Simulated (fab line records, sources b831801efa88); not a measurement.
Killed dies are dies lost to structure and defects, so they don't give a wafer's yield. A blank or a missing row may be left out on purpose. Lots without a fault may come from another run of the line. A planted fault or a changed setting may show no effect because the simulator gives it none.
Which tool did it? | flow gf180mcu | 12 lots, 36 wafers sampled, at 1 step of a route of 602

WHAT THE GAUGES READ, wafer by wafer
GF_HV_LDD_CD_MEAS_46: target cd 400 nm.
lot  | measured     | on        | cd_nm (nm)
L075 | day 12 11:47 | cd_sem-01 | 396.0 395.5 394.8
L077 | day 13 09:01 | cd_sem-01 | 403.4 401.9 404.5
L079 | day 14 06:46 | cd_sem-02 | 405.5 406.1 405.6
L081 | day 14 19:23 | cd_sem-01 | 396.4 400.4 396.6
L083 | day 15 18:22 | cd_sem-01 | 400.0 400.7 403.1
L085 | day 16 01:10 | cd_sem-02 | 401.1 400.9 396.6
L087 | day 16 17:08 | cd_sem-02 | 395.6 397.1 396.8
L089 | day 17 10:24 | cd_sem-02 | 399.6 400.5 402.8
L091 | day 17 23:25 | cd_sem-01 | 398.7 400.6 398.2
L093 | day 18 17:49 | cd_sem-02 | 399.4 400.1 398.1
L095 | day 19 17:02 | cd_sem-02 | 402.3 399.9 401.5
L097 | day 20 04:19 | cd_sem-01 | 396.2 395.3 396.0

WHICH TOOL RAN EACH LOT (tool, then ch and the chambers of the sampled wafers, then the start)
The record holds no process step before these readings.

THE ANSWER, worked out from the rows above alone
Rule: what is usual is taken from the lots themselves. Put in order of their means at a reading, lots are off if they are a third of the lots or fewer, leave a main group of 4 or more, and stand apart from it by a gap of 3 or more times the standard deviation of the main group's means; of several such gaps the widest counts. A main group whose means are all the same, to the digits that the tables above print for the reading, isn't used. A lot without any number at a reading at which 4 lots or more have one is off too. The other lots that the step has rows for count as sound.
No lot is off at any reading shown: from this, nothing can be told.

WHAT THE SIMULATOR HAD PUT IN
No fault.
